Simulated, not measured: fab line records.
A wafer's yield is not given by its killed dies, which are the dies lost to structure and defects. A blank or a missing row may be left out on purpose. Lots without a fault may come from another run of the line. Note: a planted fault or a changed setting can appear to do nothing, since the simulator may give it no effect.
Which tool is to blame?	flow gf180mcu	6 lots with 17 wafers sampled at 2 steps, on a route of 602 steps

== WHAT THE GAUGES SHOWED, per wafer ==
GF_SALICIDE_THK_MEAS_05: measures by xrf.
lot	measured	on	SALICIDE_TIN_THK (nm)
L891	day 15 16:16	film metro-01	19.69 19.99 19.94
L894	day 17 07:44	film metro-01	19.39 19.22 19.41
L898	day 19 07:10	film metro-03	19.51 19.43 19.49
L900	day 19 22:55	film metro-01	19.69 19.90 19.53
L902	day 20 06:36	film metro-04	19.81 19.86 19.83
L911	day 22 22:40	film metro-04	19.97 21.91

== WHAT TOOL EACH LOT RAN ON (gives the tool, then ch and the chambers of the sampled wafers, and finally the start) ==
lot	GF_SALICIDE_SPUTTER_03
L891	pvd sputter-02, day 15 16:07
L894	pvd sputter-03, day 17 07:35
L898	pvd sputter-03, day 19 07:01
L900	pvd sputter-03, day 19 22:46
L902	pvd sputter-04, day 20 06:26
L911	pvd sputter-03, day 22 22:31
- GF_SALICIDE_SPUTTER_03: material TiN, target thk 20 nm, time 16.7 s.

== THE ANSWER, worked out from the rows above alone ==
Rule: usual is defined by the lots themselves. Put in order of their means at a reading, lots are off if they are a third of the lots or fewer, leave a main group of 4 or more, and stand apart from it by a gap of 3 or more times the standard deviation of the main group's means; of several such gaps the widest counts. The tables above print the reading to a certain number of digits; a main group whose means all agree to those digits is not used. Also off: a lot with no number at a reading for which 4 or more lots have one. All remaining lots with rows at the step are treated as sound.
Off: L911, seen at GF_SALICIDE_THK_MEAS_05 (SALICIDE_TIN_THK). For the main group the mean is 19.65 nm and the standard deviation 0.21.
If a tool, at a process step before that reading, ran all the lots that are off and no sound lot after the first of them, it fits. The gauges at GF_SALICIDE_THK_MEAS_05 are tried like those tools. 2 tools fit, pvd sputter-03 at GF_SALICIDE_SPUTTER_03 and film metro-04 at GF_SALICIDE_THK_MEAS_05, so this cannot tell which one it is.

== WHAT THE SIMULATOR HAD INSERTED ==
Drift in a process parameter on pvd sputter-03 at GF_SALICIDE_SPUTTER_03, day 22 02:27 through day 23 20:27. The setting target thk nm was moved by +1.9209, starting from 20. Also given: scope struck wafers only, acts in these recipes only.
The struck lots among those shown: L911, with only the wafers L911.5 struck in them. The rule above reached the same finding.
